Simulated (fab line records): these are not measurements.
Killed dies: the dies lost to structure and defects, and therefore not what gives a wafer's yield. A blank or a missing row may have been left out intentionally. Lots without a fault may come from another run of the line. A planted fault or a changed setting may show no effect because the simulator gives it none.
fab line records	flow sky130
[record] lots = 6	wafers = 18	last-day = 48
route steps=708 shown CONTACT@418 METAL1@434 PAD_OPEN@708
lots that met no fault: taken from a fault-free run of the same line
start-h: hours from the record's first day to the start of the lot's first wafer shown	wait-h: time in hours since the lot's previous step	" identical to the entry in the row above	L1.1+2: a row that stands for several wafers	- value missing, or start not given	* or withheld: withheld	< > ~ a bound
route shown NAME@n: a module of which the file shows steps, and the number in the route of the first	usual: mean/standard deviation of fault-free wafers	same: alike in all rows	chamber/n: place in a boat	sites: each site's reading	_std_site: the standard deviation of these	_edge_site: the outer-site mean with the inner-site mean subtracted	radius-mm: how far each site lies from the wafer's centre	mask NAME#n: copy n	behind: the last tool/chamber to shape the wafer	hold: why the lot was held/for how many hours/how that ended	device: names the non-switching transistor (n, p or np)	end of line: at the end of the route, the tests of the same wafers	a step without rows: its recipe alone	killed: not the wafer's yield, but the dies lost to structure and defects at the first sort	map: a wafer's dies, x killed, . not, _ none there
set.NAME: setting as actually run; set.NAME@STEP: the setting as run at that earlier step	model.NAME: the simulator's own value behind a step, which no gauge read
lots seen at some steps along the route; tables by step, rows by wafer
services: a tool's chamber out of use, with start hour (start-h, from the record's first day; less than 0 if before it), hours out, and reason
[[steps]]
[step SKY_CONTACT_PEB_12]
[recipe] peb-temp-c = withheld	peb-time-s = withheld	resist = KrF-thick
[step SKY_CONTACT_DEVELOP_13]
[recipe] develop-time-s = 60	resist = KrF-thick	dev-temp-c = 21
[step SKY_CONTACT_CD_MEAS_14]
[recipe] target-cd-nm = 170
[usual] cd-nm = 169.0/1.8
lot.wafer	tool	chamber	start-h	wait-h	cd-nm
L105.1	cd-sem-01	-	785.50	-	170.2
L105.4	"	-	"	"	170.6
L105.6	"	-	"	"	169.9
L110.1	cd-sem-01	-	811.30	-	166.4
L110.2	"	-	"	"	167.1
L110.6	"	-	"	"	167.5
L113.3	cd-sem-02	-	828.97	-	165.5
L113.5	"	-	"	"	167.0
L113.6	"	-	"	"	166.8
L112.1	cd-sem-02	-	829.58	-	166.4
L112.2	"	-	"	"	168.3
L112.3	"	-	"	"	168.5
L114.2	cd-sem-02	-	831.92	-	166.7
L114.3	"	-	"	"	167.6
L114.4	"	-	"	"	167.9
L116.2	cd-sem-02	-	849.07	-	166.3
L116.3	"	-	"	"	167.2
L116.6	"	-	"	"	165.3
[step SKY_CONTACT_OVL_MEAS_15]
[usual] CONTACT_OVL = 4/5.2
lot.wafer	tool	chamber	start-h	wait-h	CONTACT_OVL[nm]
L105.1	overlay-02	-	785.62	0.1	-1
L105.4	"	-	"	"	-4
L105.6	"	-	"	"	-8
L110.1	overlay-02	-	811.42	0.1	1
L110.2	"	-	"	"	1
L110.6	"	-	"	"	3
L113.3	overlay-02	-	829.06	0.1	1
L113.5	"	-	"	"	-5
L113.6	"	-	"	"	2
L112.1	overlay-02	-	829.70	0.1	-1
L112.2	"	-	"	"	-1
L112.3	"	-	"	"	1
L114.2	overlay-02	-	832.02	0.1	0
L114.3	"	-	"	"	7
L114.4	"	-	"	"	6
L116.2	overlay-02	-	849.17	0.1	2
L116.3	"	-	"	"	1
L116.6	"	-	"	"	8
[step SKY_CONTACT_ETCH_16]
[recipe] chemistry = N2/H2	target = BARC	ion-energy-ev = 200	source-w = 500	bias-w = 100	pressure-mtorr = 30	n2-flow-sccm = 100	h2-flow-sccm = 200	stop-on = SiO2	time-s = 45.9	target-depth-a = 600
[usual] drypump-motor-current-A = 5.8/0.52	oes-product-au = 0.855/0.0047	throttle-valve-pct = 13.225/0.0093
lot.wafer	tool	chamber	start-h	wait-h	drypump-motor-current-A	oes-product-au	rf-hours-counter-h	throttle-valve-pct
L105.1	rie-diel-01	3	785.66	0.0	5.3	0.852	29	13.221
L105.4	"	1	"	"	5.0	0.859	16	13.224
L105.6	"	3	"	"	5.3	0.852	-	13.208
L110.1	rie-diel-01	1	811.45	0.0	5.1	0.849	17	13.221
L110.2	"	0	"	"	5.9	0.854	18	13.220
L110.6	"	1	"	"	5.1	0.851	-	13.227
L113.3	rie-diel-01	0	829.09	0.0	5.9	0.855	18	13.218
L113.5	"	2	"	"	6.5	0.857	-	13.209
L113.6	"	3	"	"	5.3	0.850	-	13.227
L112.1	rie-diel-03	0	829.74	0.0	5.7	0.856	28	13.212
L112.2	"	1	"	"	4.9	0.857	12	13.227
L112.3	"	3	"	"	6.2	0.847	9	13.251
L114.2	rie-diel-03	3	832.05	0.0	6.2	0.857	9	13.222
L114.3	"	1	"	"	4.9	0.867	12	13.233
L114.4	"	0	"	"	5.7	0.862	29	13.209
L116.2	rie-diel-01	2	849.20	0.0	6.5	0.854	17	13.212
L116.3	"	0	"	"	5.8	0.847	19	13.230
L116.6	"	0	"	"	5.8	0.852	-	13.223
[step SKY_CONTACT_ETCH_17]
[recipe] target = SiO2	chemistry = C4F8/O2/Ar	stop-on = Si3N4	mask-material = KrF-thick	source-w = 1500	bias-w = 1200	pressure-mtorr = 40	c4f8-flow-sccm = withheld	O2_flow_sccm = 6	Ar_flow_sccm = 300	time-s = withheld	target-depth-a = 3400
[usual] oes-product-au = 0.893/0.0051
lot.wafer	tool	chamber	start-h	wait-h	oes-product-au
L105.1	rie-diel-01	3	785.70	0.0	0.882
L105.4	"	1	"	"	0.894
L105.6	"	3	"	"	0.881
L110.1	rie-diel-01	1	811.50	0.0	0.887
L110.2	"	0	"	"	0.886
L110.6	"	1	"	"	0.896
L113.3	rie-diel-01	0	829.13	0.0	0.895
L113.5	"	2	"	"	0.886
L113.6	"	3	"	"	0.894
L112.1	rie-diel-03	0	829.78	0.0	0.892
L112.2	"	1	"	"	0.893
L112.3	"	3	"	"	0.891
L114.2	rie-diel-03	3	832.10	0.0	0.891
L114.3	"	1	"	"	0.887
L114.4	"	0	"	"	0.883
L116.2	rie-diel-01	2	849.25	0.0	0.888
L116.3	"	0	"	"	0.885
L116.6	"	0	"	"	0.899
[step SKY_CONTACT_ETCH_18]
[recipe] target = Si3N4	chemistry = CHF3/O2	stop-on = TiN	source-w = 600	bias-w = 200	pressure-mtorr = 40	chf3-flow-sccm = 50	O2_flow_sccm = 5	time-s = 39	target-depth-a = 750
[usual] drypump-motor-current-A = 5.8/0.53	oes-product-au = 0.858/0.0078	throttle-valve-pct = 8.796/0.0093
lot.wafer	tool	chamber	start-h	wait-h	drypump-motor-current-A	oes-product-au	rf-hours-counter-h	throttle-valve-pct
L105.1	rie-diel-01	3	-	-	5.3	0.857	29	8.789
L105.4	"	1	"	"	5.1	0.855	16	8.786
L105.6	"	3	"	"	5.3	0.869	-	8.791
L110.1	rie-diel-01	1	-	-	5.0	0.859	17	8.783
L110.2	"	0	"	"	5.8	0.855	18	8.781
L110.6	"	1	"	"	5.0	0.865	-	8.802
L113.3	rie-diel-01	0	-	-	5.9	0.847	18	8.794
L113.5	"	2	"	"	6.5	0.853	-	8.799
L113.6	"	3	"	"	5.3	0.868	-	8.799
L112.1	rie-diel-03	0	-	-	5.7	0.856	28	8.800
L112.2	"	1	"	"	4.9	0.848	12	8.803
L112.3	"	3	"	"	6.2	0.857	9	8.805
L114.2	rie-diel-03	3	-	-	6.2	0.861	10	8.797
L114.3	"	1	"	"	4.9	0.850	12	8.783
L114.4	"	0	"	"	5.7	0.856	29	8.801
L116.2	rie-diel-01	2	-	-	6.5	0.872	17	8.795
L116.3	"	0	"	"	5.9	0.850	19	8.797
L116.6	"	0	"	"	5.9	0.854	-	8.770
[step SKY_CONTACT_STRIP_19]
[recipe] chemistry = O2/N2	power-w = 1400	pressure-mtorr = 1500	platen-temp-c = withheld	o2-flow-sccm = 3000	n2-flow-sccm = 300	overash-fraction = 0.5
[usual] drypump-motor-current-A = 5.7/0.42	oes-product-au = 0.380/0.0045	strip-time-to-endpoint-s = 3.61/0.033
lot.wafer	tool	chamber	start-h	wait-h	drypump-motor-current-A	oes-product-au	rf-hours-counter-h	strip-time-to-endpoint-s
L105.1	plasma-asher-02	0	785.79	-	5.6	0.381	4	3.63
L105.4	"	1	"	"	5.2	0.380	-	3.68
L105.6	"	0	"	"	5.7	0.383	-	3.61
L110.1	plasma-asher-01	0	811.59	-	6.0	0.388	95	3.70
L110.2	"	1	"	"	5.3	0.383	95	3.65
L110.6	"	1	"	"	5.3	0.377	-	3.70
L113.3	plasma-asher-04	0	829.25	-	6.0	0.386	-	3.63
L113.5	"	1	"	"	6.5	0.371	-	3.58
L113.6	"	0	"	"	6.0	0.385	-	3.59
L112.1	plasma-asher-01	0	829.87	-	6.0	0.377	98	3.57
L112.2	"	1	"	"	5.3	0.375	98	3.59
L112.3	"	1	"	"	5.3	0.381	-	3.59
L114.2	plasma-asher-02	0	832.19	-	5.6	0.377	9	3.63
L114.3	"	0	"	"	5.6	0.379	-	3.58
L114.4	"	1	"	"	5.3	0.375	-	3.57
L116.2	plasma-asher-04	1	849.34	-	6.5	0.375	70	3.60
L116.3	"	1	"	"	6.5	0.383	-	3.66
L116.6	"	1	"	"	6.5	0.375	-	3.63
[step SKY_CONTACT_STRIP_20]
[recipe] chemistry = post-etch-residue-remover	time-s = 1200	temp-c = 72.5
[step SKY_CONTACT_CLEAN_21]
[recipe] chemistry = IPA	time-s = 180	temp-c = 25
[step SKY_CONTACT_CLEAN_22]
[recipe] chemistry = O3/DIW	dry = n2-spin
[step SKY_CONTACT_SPUTTER_23]
[recipe] material = TiN	target-thk-nm = 20	chamber-pressure-pa = 5	power-w = 4000	time-s = 80
[usual] throttle-valve-pct = 29.5/1.1
lot.wafer	tool	chamber	start-h	wait-h	throttle-valve-pct
L105.1	pvd-sputter-04	-	786.39	0.0	30.9
L105.4	"	-	"	"	29.9
L105.6	"	-	"	"	31.3
L110.1	pvd-sputter-02	-	812.22	0.0	29.1
L110.2	"	-	"	"	30.3
L110.6	"	-	"	"	30.4
L113.3	pvd-sputter-03	-	829.81	0.0	27.0
L113.5	"	-	"	"	30.1
L113.6	"	-	"	"	29.5
L112.1	pvd-sputter-04	-	830.46	0.0	28.3
L112.2	"	-	"	"	30.9
L112.3	"	-	"	"	30.9
L114.2	pvd-sputter-03	-	832.78	0.0	29.4
L114.3	"	-	"	"	27.1
L114.4	"	-	"	"	28.7
L116.2	pvd-sputter-03	-	849.96	0.0	28.4
L116.3	"	-	"	"	30.1
L116.6	"	-	"	"	29.6
[step SKY_CONTACT_CVD_24]
[recipe] material = W	target-thk-nm = 340	time-s = 102.12	temp-c = 400	pressure-torr = 40
[usual] heater-power-w = 865/60	susceptor-temp-C = 399.99/0.23
lot.wafer	tool	chamber	start-h	wait-h	heater-power-w	susceptor-temp-C	model.W_of_CONTACT_CVD_24.thk-nm
L105.1	cvd-w-02	0	786.45	0.0	886	399.97	347.4
L105.4	"	0	"	"	886	400.15	341.9
L105.6	"	0	"	"	882	399.80	345
L110.1	cvd-w-02	1	812.29	0.0	930	399.61	341.1
L110.2	"	0	"	"	908	399.98	348.2
L110.6	"	1	"	"	905	399.92	338.2
L113.3	cvd-w-01	1	829.91	0.1	801	400.23	341.8
L113.5	"	1	"	"	826	399.78	337.5
L113.6	"	0	"	"	770	400.03	339.4
L112.1	cvd-w-02	1	830.52	0.0	908	399.72	406.3
L112.2	"	1	"	"	926	399.94	405.7
L112.3	"	1	"	"	901	399.70	408.2
L114.2	cvd-w-01	1	832.84	0.0	838	399.86	345.6
L114.3	"	1	"	"	849	399.86	345.2
L114.4	"	0	"	"	763	399.87	345.4
L116.2	cvd-w-02	1	850.02	0.0	932	399.95	407
L116.3	"	0	"	"	899	399.75	352
L116.6	"	0	"	"	885	399.82	348.3
[step SKY_CONTACT_RS_MEAS_25]
[recipe] thk-meas-gauge = four-point-probe	reads = W_of_CONTACT_CVD_24+TiN_of_CONTACT_SPUTTER_23
[usual] CONTACT_W_RS = 0.337/0.0043
lot.wafer	tool	chamber	start-h	wait-h	hold	CONTACT_W_RS[ohm/sq]
L105.1	film-metro-04	-	786.56	0.1	-	0.329
L105.4	"	-	"	"	-	0.335
L105.6	"	-	"	"	-	0.332
L110.1	film-metro-02	-	812.40	0.1	-	0.337
L110.2	"	-	"	"	-	0.330
L110.6	"	-	"	"	-	0.340
L113.3	film-metro-03	-	830.02	0.1	-	0.336
L113.5	"	-	"	"	-	0.341
L113.6	"	-	"	"	-	0.338
L112.1	film-metro-03	-	830.74	0.2	await-dispo/0.2h/release	0.282
L112.2	"	-	"	"	await-dispo/0.2h/release	0.283
L112.3	"	-	"	"	await-dispo/0.2h/release	0.281
L112.1	film-metro-03	-	831.03	0.3	-	0.282
L112.2	"	-	"	"	-	0.283
L112.3	"	-	"	"	-	0.281
L114.2	film-metro-03	-	832.97	0.1	-	0.332
L114.3	"	-	"	"	-	0.333
L114.4	"	-	"	"	-	0.332
L116.2	film-metro-04	-	850.15	0.1	await-dispo/0.2h/release	0.280
L116.3	"	-	"	"	await-dispo/0.2h/release	0.325
L116.6	"	-	"	"	await-dispo/0.2h/release	0.329
L116.2	film-metro-04	-	850.44	0.3	-	0.281
L116.3	"	-	"	"	-	0.325
L116.6	"	-	"	"	-	0.329
[step SKY_CONTACT_THK_MEAS_26]
[recipe] thk-meas-gauge = xrf	reads = W_of_CONTACT_CVD_24
[usual] CONTACT_W_THK = 335/4.7
lot.wafer	tool	chamber	start-h	wait-h	hold	CONTACT_W_THK[nm]
L105.1	film-metro-04	-	786.68	0.1	-	337
L105.4	"	-	"	"	-	333
L105.6	"	-	"	"	-	336
L110.1	film-metro-02	-	812.52	0.1	-	337
L110.2	"	-	"	"	-	343
L110.6	"	-	"	"	-	335
L113.3	film-metro-03	-	830.12	0.1	-	336
L113.5	"	-	"	"	-	334
L113.6	"	-	"	"	-	335
L114.2	film-metro-03	-	833.08	0.1	-	342
L114.3	"	-	"	"	-	340
L114.4	"	-	"	"	-	343
L112.1	film-metro-03	-	833.24	2.2	await-dispo/0.2h/release	401
L112.2	"	-	"	"	await-dispo/0.2h/release	401
L112.3	"	-	"	"	await-dispo/0.2h/release	399
L112.1	film-metro-03	-	833.47	0.2	-	399
L112.2	"	-	"	"	-	399
L112.3	"	-	"	"	-	403
L116.2	film-metro-04	-	854.27	3.8	await-dispo/0.2h/release	401
L116.3	"	-	"	"	await-dispo/0.2h/release	348
L116.6	"	-	"	"	await-dispo/0.2h/release	344
L116.2	film-metro-04	-	854.50	0.2	-	399
L116.3	"	-	"	"	-	348
L116.6	"	-	"	"	-	346
[step SKY_CONTACT_CMP_27]
[recipe] stop-on = SiO2	t-overpolish-s = 15	down-force-psi = 3.5	platen-rpm = 60	target-thk-nm = 0	pad-velocity-m-s = 0.94248
[usual] motor-current-A = 11.1/1.4	retaining-ring-pressure-frac = 1.001/0.0051	time-to-endpoint-s = 84/3.5
lot.wafer	tool	chamber	start-h	wait-h	hold	motor-current-A	retaining-ring-pressure-frac	time-to-endpoint-s
L105.4	cmp-02	3	786.84	0.1	-	9.4	1.001	82
L105.1	"	0	"	"	-	12.4	1.000	80
L105.6	"	1	"	"	-	10.7	0.999	83
L110.2	cmp-01	0	812.63	0.1	-	14.0	1.005	81
L110.1	"	2	"	"	-	10.8	1.013	90
L110.6	"	3	"	"	-	11.6	0.999	86
L113.3	cmp-02	1	830.21	0.1	-	10.8	0.999	89
L113.6	"	0	"	"	-	11.3	0.994	84
L113.5	"	1	"	"	-	9.9	1.004	88
L114.4	cmp-01	1	833.13	0.0	-	10.3	1.011	86
L114.3	"	2	"	"	-	10.8	0.994	83
L114.2	"	3	"	"	-	12.0	0.995	85
L112.2	cmp-01	0	836.38	2.9	await-dispo/2.8h/release	14.6	0.992	93
L112.3	"	1	"	"	await-dispo/2.8h/release	9.4	1.006	99
L112.1	"	2	"	"	await-dispo/2.8h/release	11.4	0.995	96
L116.3	cmp-02	2	856.19	1.7	await-dispo/1.5h/release	10.7	0.998	92
L116.2	"	3	"	"	await-dispo/1.5h/release	9.1	1.008	100
L116.6	"	0	"	"	await-dispo/1.5h/release	11.2	0.996	88
[step SKY_METAL1_SPUTTER_00]
[recipe] material = Ti	target-thk-nm = 15	power-w = 3000	time-s = 10	chamber-pressure-pa = 0.4
[step SKY_PAD_OPEN_PROBE_99]
[usual] killed_at_M0_to_M3 = 43/6.5	killed_at_M4_up = 3.3/2	killed-at-contacts = 24/5.2	killed-at-front-end = 16/4.2	killed-at-other = 0.3/0.6	killed-dies = 87/9.3	killed-open = 47/7.8	killed-short = 39/6.2
[same] gross-dies = 492	killed-at-back-side = 0
lot.wafer	tool	chamber	start-h	wait-h	killed_at_M0_to_M3	killed_at_M4_up	killed-at-contacts	killed-at-front-end	killed-at-other	killed-dies	killed-open	killed-short
L113.3	prober-01	-	1144.50	0.2	37	2	26	19	0	84	41	43
L113.5	prober-01	-	1144.60	0.2	36	4	21	12	3	76	42	34
L113.6	prober-01	-	1144.65	0.2	34	5	25	19	0	83	46	37
// killed by level:class
L113.3 VIA1:geometric-particle:open=10 POLY_GATE:geometric-particle:short=9 LI_CONTACT:geometric-particle:open=7 CONTACT:geometric-particle:open=7 CONTACT:geometric-particle:short=5 METAL2:geometric-particle:short=4 FIELD_ISO:geometric-particle:short=4 FIELD_ISO:geometric-particle:open=4
L113.5 VIA2:geometric-particle:open=7 CONTACT:geometric-particle:open=6 LI_CONTACT:geometric-particle:open=6 VIA1:geometric-particle:short=6 POLY_GATE:geometric-particle:open=5 VIA1:geometric-particle:open=5 VIA3:geometric-particle:open=5 LOCAL_INTERCONNECT:geometric-particle:short=4
L113.6 CONTACT:geometric-particle:open=11 VIA1:geometric-particle:open=10 VIA2:geometric-particle:open=8 LOCAL_INTERCONNECT:geometric-particle:short=7 POLY_GATE:geometric-particle:open=6 VIA1:geometric-particle:short=6 FIELD_ISO:geometric-particle:short=5 POLY_GATE:geometric-particle:short=5
[[services]]
tool	chamber	start-h	hours	kind
cmp-02	-	762.07	4.0	pm
pvd-sputter-04	1	764.67	-	consumable-replace:kit
pvd-sputter-04	1	764.67	18.0	scheduled-down
pvd-sputter-04	1	764.67	18.0	vent-cycle
cmp-02	-	766.07	-	consumable-replace:conditioner
cmp-02	-	766.07	-	consumable-replace:pad
cvd-w-01	-	770.46	1.0	repair
cmp-01	-	770.88	1.5	repair
rie-diel-01	-	784.26	1.2	repair
pvd-sputter-03	-	784.83	2.7	repair
cvd-w-02	-	801.28	1.2	repair
pvd-sputter-04	-	811.55	4.1	repair
cmp-02	-	815.71	1.3	repair
plasma-asher-04	-	821.47	3.0	repair
cmp-02	-	824.36	1.0	repair
cvd-w-02	0	829.83	5.5	repair
rie-diel-01	0	831.55	8.3	repair
cmp-01	-	841.60	0.8	repair
pvd-sputter-04	0	843.13	-	consumable-replace:kit
pvd-sputter-04	0	843.13	18.0	scheduled-down
rie-diel-01	1	847.92	3.4	repair
rie-diel-01	3	855.30	-	clean
rie-diel-01	3	855.30	25.4	scheduled-down
rie-diel-01	3	855.30	25.4	vent-cycle
[[key]]
[first-sign] step = SKY_CONTACT_RS_MEAS_25	reading = visit	direction = added
[effect] step = SKY_CONTACT_RS_MEAS_25	reading = CONTACT_W_RS	direction = down	sigmas = 13	usual = 0.337	struck = 0.282
[effect] step = SKY_CONTACT_THK_MEAS_26	reading = visit	direction = added
[effect] step = SKY_CONTACT_THK_MEAS_26	reading = CONTACT_W_THK	direction = up	sigmas = 14	usual = 335	struck = 401
[effect] step = SKY_CONTACT_CMP_27	reading = time-to-endpoint-s	direction = up	sigmas = 3.7	usual = *	struck = *
[model-effect] step = SKY_CONTACT_CVD_24	value = W_of_CONTACT_CVD_24.thk-nm	without = 338.6	struck = 406.8
met-at SKY_CONTACT_CVD_24
struck-wafers L112.1,L112.2,L112.3,L116.2
tester-left-out L112,L116
onset-between 812.29 830.52
[fault] kind = process-parameter-drift	tool = cvd-w-02	chamber = 1	onset-h = 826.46	steps = SKY_CONTACT_CVD_24	channel = target-thk-nm	offset = 68.813	shape = step	end-h = 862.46	acts-in = these-recipes-only	stated = 340
// tester-left-out: of these lots the tester's yield and bins aren't shown, on N5 and GAA mostly nor the transistor test; their killed dies are dies lost to structure and defects alone, not to doping, threshold or leakage, so they don't give the yield
